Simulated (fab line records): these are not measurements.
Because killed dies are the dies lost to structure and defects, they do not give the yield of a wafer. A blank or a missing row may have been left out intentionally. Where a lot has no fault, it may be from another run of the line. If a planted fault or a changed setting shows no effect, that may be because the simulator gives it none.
Chamber matching / flow gf180mcu / 4 sister chambers for GF_V4_CMP_04 on cmp-01
The step polishes SiO2. 14 wafers are shown with their chamber, then 7 later ones without.

## EACH WAFER AND ITS CHAMBER
wafer=L195.2; chamber=3; motor current A (A)=12.2; time to endpoint s (s)=79
wafer=L195.4; chamber=2; motor current A (A)=12.4; time to endpoint s (s)=78
wafer=L195.6; chamber=1; motor current A (A)=12.2; time to endpoint s (s)=99
wafer=L198.3; chamber=1; motor current A (A)=12.3; time to endpoint s (s)=95
wafer=L198.4; chamber=0; motor current A (A)=11.3; time to endpoint s (s)=89
wafer=L198.5; chamber=3; motor current A (A)=13.1; time to endpoint s (s)=92
wafer=L210.2; chamber=0; motor current A (A)=11.4; time to endpoint s (s)=76
wafer=L210.5; chamber=0; motor current A (A)=11.6; time to endpoint s (s)=72
wafer=L210.6; chamber=1; motor current A (A)=13.8; time to endpoint s (s)=79
wafer=L211.1; chamber=3; motor current A (A)=12.8; time to endpoint s (s)=76
wafer=L211.2; chamber=0; motor current A (A)=11.7; time to endpoint s (s)=74
wafer=L211.3; chamber=1; motor current A (A)=13.6; time to endpoint s (s)=73
wafer=L215.1; chamber=3; motor current A (A)=12.4; time to endpoint s (s)=85
wafer=L215.2; chamber=0; motor current A (A)=11.7; time to endpoint s (s)=76

SIGNATURES, as means of the wafers listed above
reading=motor current A; chamber 0=11.540; chamber 1=12.975; chamber 2=12.400; chamber 3=12.625; scatter within a chamber=0.524
reading=time to endpoint s; chamber 0=77.40; chamber 1=86.50; chamber 2=78.00; chamber 3=83.00; scatter within a chamber=8.92
Rule: for a wafer and a chamber, the distance is found by dividing, reading by reading, the gap between the wafer's reading and the chamber's mean by the reading's scatter, squaring, summing and taking the root. The wafer belongs to the nearest chamber; if the next one is less than 2 further off, it can't be placed. How the scatter is found: for the shown wafers, subtract from each reading the mean of its chamber, square and add these, divide the total by (wafers less chambers), then take the root.

## WAFERS WITH NO CHAMBER GIVEN
wafer=L215.5; motor current A (A)=13.3; time to endpoint s (s)=79
wafer=L214.1; motor current A (A)=12.9; time to endpoint s (s)=75
wafer=L214.4; motor current A (A)=12.8; time to endpoint s (s)=81
wafer=L214.6; motor current A (A)=11.8; time to endpoint s (s)=81
wafer=L217.1; motor current A (A)=11.7; time to endpoint s (s)=75
wafer=L217.3; motor current A (A)=13.2; time to endpoint s (s)=73
wafer=L217.4; motor current A (A)=12.3; time to endpoint s (s)=79

## WHICH CHAMBER EACH ONE RAN IN
wafer=L215.5; from the rows above=can't be placed: 1 or 3 or 2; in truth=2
wafer=L214.1; from the rows above=can't be placed: 2 or 3 or 1 or 0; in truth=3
wafer=L214.4; from the rows above=can't be placed: 3 or 1 or 2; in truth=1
wafer=L214.6; from the rows above=can't be placed: 0 or 2 or 3 or 1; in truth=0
wafer=L217.1; from the rows above=can't be placed: 0 or 2 or 3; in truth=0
wafer=L217.3; from the rows above=can't be placed: 3 or 1 or 2 or 0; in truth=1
wafer=L217.4; from the rows above=can't be placed: 2 or 3 or 0 or 1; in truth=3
Placed correctly: 0 of 7. These rows do not allow placing 7 (true chamber among the candidates in 7). 0 placed wrongly.
